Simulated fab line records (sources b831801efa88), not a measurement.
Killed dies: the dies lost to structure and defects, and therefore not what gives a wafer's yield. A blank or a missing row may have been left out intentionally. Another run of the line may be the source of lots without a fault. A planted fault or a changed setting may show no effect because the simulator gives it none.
The tool behind it: which one?	flow sky130	Sampling: 11 lots, 33 wafers, 2 of 708 route steps

== WHAT THE GAUGES READ, wafer by wafer ==
SKY_POLY_GATE_THK_MEAS_21.
lot	measured	on	POLY_GATE_OXIDATION_THK (nm)
L364	day 16 05:08	film-metro-02	4.06 4.08 4.09
L365	day 16 21:56	film-metro-02	4.12 4.06 4.12
L367	day 17 20:44	film-metro-02	3.96 3.99 3.86
L368	day 18 00:59	film-metro-02	4.00 3.90 3.94
L369	day 18 14:53	film-metro-01	4.06 3.91 3.99
L370	day 19 02:52	film-metro-01	4.07 4.05 3.97
L371	day 19 07:19	film-metro-04	3.97 4.00 4.04
L372	day 19 17:29	film-metro-01	3.91 4.01 3.87
L383	day 23 07:43	film-metro-01	5.40 5.36 5.39 5.41 5.34 5.41
L384	day 24 06:50	film-metro-02	5.45 5.36 5.39 5.43 5.38 5.40
L386	day 24 22:19	film-metro-01	4.09 3.89 3.90

== WHAT TOOL EACH LOT RAN ON (gives the tool, then ch and the chambers of the sampled wafers, and finally the start) ==
lot	SKY_POLY_GATE_OXIDATION_20
L364	furnace-02 ch 0, day 16 03:53
L365	furnace-02 ch 0, day 16 20:41
L367	furnace-01 ch 0, day 17 19:27
L368	furnace-01 ch 0, day 17 23:44
L369	furnace-02 ch 0, day 18 13:38
L370	furnace-01 ch 0, day 19 01:37
L371	furnace-01 ch 0, day 19 06:04
L372	furnace-01 ch 0, day 19 16:14
L383	furnace-01 ch 0, day 23 06:28
L384	furnace-01 ch 0, day 24 05:35
L386	furnace-02 ch 0, day 24 21:04
- SKY_POLY_GATE_OXIDATION_20: stabilise 600 s, purge 300 s, target thk 4 nm.

== THE ANSWER, worked out from the rows above alone ==
Rule: usual is defined by the lots themselves. The widest of any qualifying gaps counts: lots, ordered by their means at a reading, are off when they make up no more than a third of the lots, leave a main group of 4 or more, and stand apart from it by 3 or more times the standard deviation of that group's means. The tables above print the reading to a certain number of digits; a main group whose means all agree to those digits is not used. Also off: a lot with no number at a reading for which 4 or more lots have one. The other lots that the step has rows for count as sound.
Off: at SKY_POLY_GATE_THK_MEAS_21 (POLY_GATE_OXIDATION_THK), L383, L384. The main group: mean 4.00 nm, standard deviation 0.058.
If a tool, at a process step before that reading, ran all the lots that are off and no sound lot after the first of them, it fits. The gauges at SKY_POLY_GATE_THK_MEAS_21 are tried like those tools. One fits: SKY_POLY_GATE_OXIDATION_20 on furnace-01. A fault onset in the window from L372 (day 19 16:14, its last sound lot) to L383 (day 23 06:28, its first lot off) fits.

== WHAT THE SIMULATOR HAD INSERTED ==
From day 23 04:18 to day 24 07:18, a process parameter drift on furnace-01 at SKY_POLY_GATE_OXIDATION_20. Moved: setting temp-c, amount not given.
Struck lots among those shown: L383, L384. Same finding as the rule above.
